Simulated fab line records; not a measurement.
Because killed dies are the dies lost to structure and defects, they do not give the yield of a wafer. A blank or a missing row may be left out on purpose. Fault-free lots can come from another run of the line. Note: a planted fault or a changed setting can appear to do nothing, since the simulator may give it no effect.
Split-lot study -- flow gf180mcu -- on a route of 602 steps: 5 lots, 23 wafers read

## ON THE SPLIT
At GF_STI_COAT_07 (resist thk 700 nm), the setting resistThkNm was moved away from the recipe's 700 nm on 11 of the 23 wafers read, by -4.1% to +3.7%. All remaining wafers had this setting at the recipe value.

Reading taken at the split's own step.

## THE READING
KrF_of_STI_COAT_07.thkNm (the simulator's own value, which no gauge read), in nm, at GF_STI_COAT_07 (resist thk 700 nm). There is no usual value for it anywhere in the file. Here, 12 wafers ran the recipe; their average is 702.1 nm with a standard deviation of 1.6 nm.

wafer,"tool, chamber at the split","resistThkNm as run, nm",against the recipe,"KrF_of_STI_COAT_07.thkNm, nm",against lot-mates on the recipe
L074.1,"lithoTrack-01, 0",700,recipe,703.1,-
L074.2,"lithoTrack-01, 0",688.8,-1.6%,692.8,-10.1
L074.3,"lithoTrack-01, 0",700,recipe,702.6,-
L074.4,"lithoTrack-01, 0",688.8,-1.6%,691.4,-11.5
L074.5,"lithoTrack-01, 0",688.8,-1.6%,691.6,-11.2
L081.1,"lithoTrack-02, 0",700,recipe,701.7,-
L081.2,"lithoTrack-02, 0",700,recipe,701.6,-
L081.3,"lithoTrack-02, 0",725.8,+3.7%,726.8,+25.1
L081.5,"lithoTrack-02, 0",725.8,+3.7%,725.6,+23.9
L081.6,"lithoTrack-02, 0",725.8,+3.7%,726.2,+24.5
L082.1,"lithoTrack-04, 0",700,recipe,703.1,-
L082.2,"lithoTrack-04, 0",719.4,+2.8%,721.6,+18.5
L082.4,"lithoTrack-04, 0",700,recipe,704.6,-
L082.5,"lithoTrack-04, 0",719.4,+2.8%,721.5,+18.4
L082.6,"lithoTrack-04, 0",700,recipe,701.5,-
L084.2,"lithoTrack-04, 0",700,recipe,702.2,-
L084.4,"lithoTrack-04, 0",700,recipe,703.5,-
L084.6,"lithoTrack-04, 0",700,recipe,702.6,-
L085.1,"lithoTrack-04, 0",671.5,-4.1%,673.4,-26.2
L085.2,"lithoTrack-04, 0",671.5,-4.1%,671.7,-27.9
L085.3,"lithoTrack-04, 0",700,recipe,701.2,-
L085.4,"lithoTrack-04, 0",700,recipe,698,-
L085.6,"lithoTrack-04, 0",671.5,-4.1%,673,-26.6

THE FIT
A straight line over all 23 wafers: KrF_of_STI_COAT_07.thkNm changes by +6.89 nm for each +1% of resistThkNm; r = +1.00; the points scatter about the line by 1.5 nm.
The same after taking each lot's own level away (the mean of its wafers on the recipe; 23 wafers): +6.65 nm for each +1%; r = +1.00; scatter 0.84 nm.
On that fit, the largest move of resistThkNm shifts the reading by 27 nm.
From 699.60 to 703.07 nm: that is the span of the lots' own levels, equal to 2.2 times the standard deviation above.
Hence the lot-to-lot level has little effect on the slope; both slopes agree.
Check: -27.3 nm against its lot-mates is what the line predicts for one of the wafers moved furthest among these (-4.1%) when that wafer is left out of the fit. It came out at -26.2 nm against them.

## THE WHOLE CHAIN: every reading that the file lists as answering this split, in the file's order
step,what it does,reading,change (the file's fit),r (the file's)
GF_STI_COAT_07,resist thk 700 nm,"KrF_of_STI_COAT_07.thkNm (the simulator's own value, which no gauge read)",+6.65 nm for each +1% of the setting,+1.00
GF_STI_STRIP_15,strips in O2/N2,stripTimeToEndpointS,withheld for each +1% of the setting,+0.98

## THE FILE'S OWN FIT
KrF_of_STI_COAT_07.thkNm changes by +6.65 nm for each +1% of resistThkNm, r = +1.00.
